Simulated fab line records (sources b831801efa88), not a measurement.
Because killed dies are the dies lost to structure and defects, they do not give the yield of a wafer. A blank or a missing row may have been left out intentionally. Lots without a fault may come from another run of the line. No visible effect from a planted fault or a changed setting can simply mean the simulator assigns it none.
Struck lot and sound lot, side by side / flow sky130 / 28 steps out of a route of 708
Sound: these wafers, L181.2, L181.4, L181.5. Struck: wafer L193.6. (L193.2, L193.5 of the same lot were not struck and are left out.) The cause comes at the end.
Each step with rows lists, per side, the tool, then ch with its chambers, then its first start. Under that, the readings that differ: sound wafers / struck wafers / difference of the means / sigmas: that difference in standard deviations of wafers without a fault.
alike: words and numbers the same on both sides, and readings whose means are apart by under 2 such deviations; not compared: readings that were withheld, readings missing a value for some wafer, numbers with overlapping values and no deviation given by the record, and bounds like >300 which may hide the same value.
A row with sigmas, a row that says differs or no value, or rows on one side alone: a step with any of these is where the two part. Numbers that don't overlap but have no deviation are shown without sigmas and don't part them. A reading missing from all wafers of one side parts the sides only when that side holds two or more wafers.

first, 1 step without rows for these wafers: SKY_VIA4_ETCH_12 (etches SiO2 in C4F8/O2/Ar, stops on TiN, target depth 580 nm).
SKY_VIA4_STRIP_13: strips in O2/N2.
  sound on plasma-asher-02 ch 1, day 44 23:07; struck on plasma-asher-01 ch 0, day 47 11:44
  alike: drypump-motor-current-A, oes-product-au, strip-time-to-endpoint-s
  not compared: rf-hours-counter-h
then, 3 steps without rows for these wafers: SKY_VIA4_STRIP_14 (strips in post etch residue remover, time 1200 s); SKY_VIA4_CLEAN_15 (cleans in IPA, time 180 s); SKY_VIA4_CLEAN_16 (cleans in O3/DIW).
SKY_VIA4_SPUTTER_17: material TiN, target thk 20 nm, time 80 s.
  sound on pvd-sputter-03 at day 44 23:43; struck on pvd-sputter-04 at day 47 12:22
reading=throttle-valve-pct (%); sound=30.7 30.5 30.7; struck=29.1; difference=-1.5; sigmas=-2
SKY_VIA4_CVD_18: deposits W, target thk 505 nm, time 152.14 s.
  sound on cvd-w-02 ch 0,1, day 44 23:46; struck on cvd-w-01 ch 0, day 47 12:26
  alike: heater-power-w
SKY_VIA4_RS_MEAS_19: a four-point-probe measurement.
  sound on film-metro-01 at day 44 23:56; struck on film-metro-02 at day 47 12:36
  alike: VIA4_W_RS
SKY_VIA4_THK_MEAS_20: measures by xrf.
  sound on film-metro-01 at day 45 00:03; struck on film-metro-02 at day 47 12:43
  alike: VIA4_W_THK
SKY_VIA4_CMP_21: polishes, stops on SiO2, t overpolish 25 s, target thk 0 nm.
  sound on cmp-01 ch 1,2,3, day 45 00:09; struck on cmp-01 ch 3, day 47 12:46
  alike: head-pressure-psi, motor-current-A, overpolish-run-s, slurry-flow-ml-min, time-to-endpoint-s
SKY_METAL5_SPUTTER_00: material Ti, target thk 15 nm, time 10 s.
  sound on pvd-sputter-04 at day 45 00:24; struck on pvd-sputter-02 at day 47 13:04
  alike: throttle-valve-pct
then, 1 step without rows for these wafers: SKY_METAL5_SPUTTER_01 (material TiN, target thk 20 nm, time 16.7 s).
SKY_METAL5_SPUTTER_02: material AlCu, target thk 1150 nm, time 61.2 s.
  sound on pvd-sputter-04 at day 45 00:27; struck on pvd-sputter-02 at day 47 13:07
reading=model.AlCu_of_METAL5_SPUTTER_02.thk-nm (nm); sound=1143 1147 1148; struck=1481; difference=+335; sigmas=
  alike: throttle-valve-pct
then, 2 steps without rows for these wafers: SKY_METAL5_SPUTTER_03 (material Ti, target thk 5 nm, time 3.3 s); SKY_METAL5_SPUTTER_04 (material TiN, target thk 70 nm, time 58.3 s).
SKY_METAL5_RS_MEAS_05: a four-point-probe measurement.
  sound on film-metro-02 at day 45 00:35; struck on film-metro-02 at day 47 13:15
reading=METAL5_ALCU_RS (ohm/sq); sound=0.02724 0.02723 0.02712; struck=0.021; difference=-0.006; sigmas=-33
SKY_METAL5_THK_MEAS_06: measures by xrf.
  sound on film-metro-02 at day 45 00:42; struck on film-metro-02 at day 47 13:22
reading=METAL5_ALCU_THK (nm); sound=1148 1156 1155; struck=1482; difference=+329; sigmas=+30
then, 8 steps without rows for these wafers: SKY_METAL5_DEHYDRATE_07 (time 60 s); SKY_METAL5_HMDS_08 (prime time 60 s); SKY_METAL5_COAT_09 (resist thk 1800 nm); SKY_METAL5_SOFTBAKE_10 (time 60 s); SKY_METAL5_EXPOSE_11 (exposes mask MM5, target cd 1600 nm); SKY_METAL5_PEB_12; SKY_METAL5_DEVELOP_13 (develop time 60 s); SKY_METAL5_DESCUM_14 (chemistry O2, time 11 s).
SKY_METAL5_METAL_ETCH_15: etches the open film in Cl2/BCl3, stops on SiO2, target depth 1260 nm, time 252 s.
  sound on rie-metal-04 ch 0, day 45 21:53; struck on rie-metal-01 ch 1, day 48 08:44
reading=drypump-motor-current-A (A); sound=5.4 5.4 5.4; struck=6.1; difference=+0.7; sigmas=+2
reading=oes-product-au (a.u.); sound=0.888 0.891 0.887; struck=0.996; difference=+0.107; sigmas=+21
  alike: throttle-valve-pct
  not compared: rf-hours-counter-h
then, 1 step without rows for these wafers: SKY_METAL5_STRIP_16 (strips in O2/N2).
SKY_PAD_OPEN_PROBE_99:
  sound on prober-01 at day 47 19:04; struck on prober-02 at day 49 22:50
reading=defect-limited-yield (%); sound=82.3 80.5 79.9; struck=14.4; difference=-66.5; sigmas=-35
reading=killed_at_M4_up; sound=3 5 6; struck=340; difference=+335; sigmas=+99 or more
reading=killed-dies; sound=87 96 99; struck=421; difference=+327; sigmas=+35
reading=killed-on-rim; sound=13 23 23; struck=65; difference=+45; sigmas=+11
reading=killed-open; sound=57 50 51; struck=37; difference=-16; sigmas=-2
reading=sort_bin_5_function (%); sound=9.8 11.4 11.8; struck=79.5; difference=+68.5; sigmas=+49
reading=sort-n-pass; sound=405 396 393; struck=71; difference=-327; sigmas=-35
reading=sort-yield-pct (%); sound=82.3 80.5 79.9; struck=14.4; difference=-66.5; sigmas=-35
  alike: killed_at_M0_to_M3, killed-at-contacts, killed-at-front-end, killed-at-other, killed-short, sort_bin_3_pad_short, sort_bin_6_memory

## WHERE THEY PART
Earliest at SKY_VIA4_SPUTTER_17; latest, in this record, at SKY_PAD_OPEN_PROBE_99.

WHY: the cause the simulator had injected
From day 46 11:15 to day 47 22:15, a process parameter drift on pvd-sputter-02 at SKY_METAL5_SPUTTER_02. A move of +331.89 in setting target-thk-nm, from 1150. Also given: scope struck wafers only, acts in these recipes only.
